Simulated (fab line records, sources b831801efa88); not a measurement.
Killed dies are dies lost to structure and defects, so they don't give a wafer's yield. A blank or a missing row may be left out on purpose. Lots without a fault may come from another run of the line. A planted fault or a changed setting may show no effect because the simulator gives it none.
One fault seen from 2 desks | flow sky130 | each desk has only its own numbers; what lay behind them comes last

THE METROLOGY DESK
What the gauges read, lot by lot, whatever tool the lot ran on: means of the sampled wafers that have a number. A lot is out of limits, marked OUT, if its mean lies more than 4 standard deviations from the usual mean; the brackets give that distance.
Columns: A = VIA2_W_RS at SKY_VIA2_RS_MEAS_22, usual 0.2540 ohm/sq; B = VIA2_W_THK at SKY_VIA2_THK_MEAS_23, usual 458 nm
lot  | first seen here | A      | B
L153 | day 37 14:31    | 0.2532 | 453
L158 | day 39 02:46    | 0.2551 | 450
L164 | day 41 07:18    | 0.2539 | 457
L163 | day 41 10:34    | 0.2540 | 458
L166 | day 41 10:56    | 0.2518 | 460
This desk's finding: nothing out of limits on any of the 5 lots.

THE TOOL OWNER'S DESK: pvd_sputter-04
The tool's own readings at SKY_METAL3_SPUTTER_04 (material TiN, target thk 70 nm, time 58.3 s): means of the sampled wafers that have a number, for each lot that ran on this tool. A lot is out of limits, marked OUT, if its mean lies more than 4 standard deviations from the usual mean; the brackets give that distance.
Columns: A = cathode_dc_power_W at SKY_METAL3_SPUTTER_04, usual 6499.9 W; B = throttle_valve_pct at SKY_METAL3_SPUTTER_04, usual 30.3 %
lot  | first seen here | A                | B
L153 | day 37 15:04    | 6500.6           | 30.5
L163 | day 41 11:13    | 6564.9 (+59) OUT | 30.0
This desk's finding: out of limits on L163; first on L163, day 41 11:13 (cathode_dc_power_W at SKY_METAL3_SPUTTER_04). In limits: L153.

PUT TOGETHER
The tool owner's desk could have raised an alarm at day 41 11:13, on L163.
The metrology desk saw nothing out of limits.
The metrology desk has L163 on record, within its limits.
Of the lots named, all ran SKY_METAL3_SPUTTER_04 on pvd_sputter-04.

WHAT THE SIMULATOR HAD PUT IN
Process parameter drift: pvd_sputter-04, from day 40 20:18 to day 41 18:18, at SKY_METAL3_SPUTTER_04. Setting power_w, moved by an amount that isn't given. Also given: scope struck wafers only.
Lots struck among those shown: L163.
Hours from the fault's start to each desk's first reading out of limits: the tool owner's desk, 15.
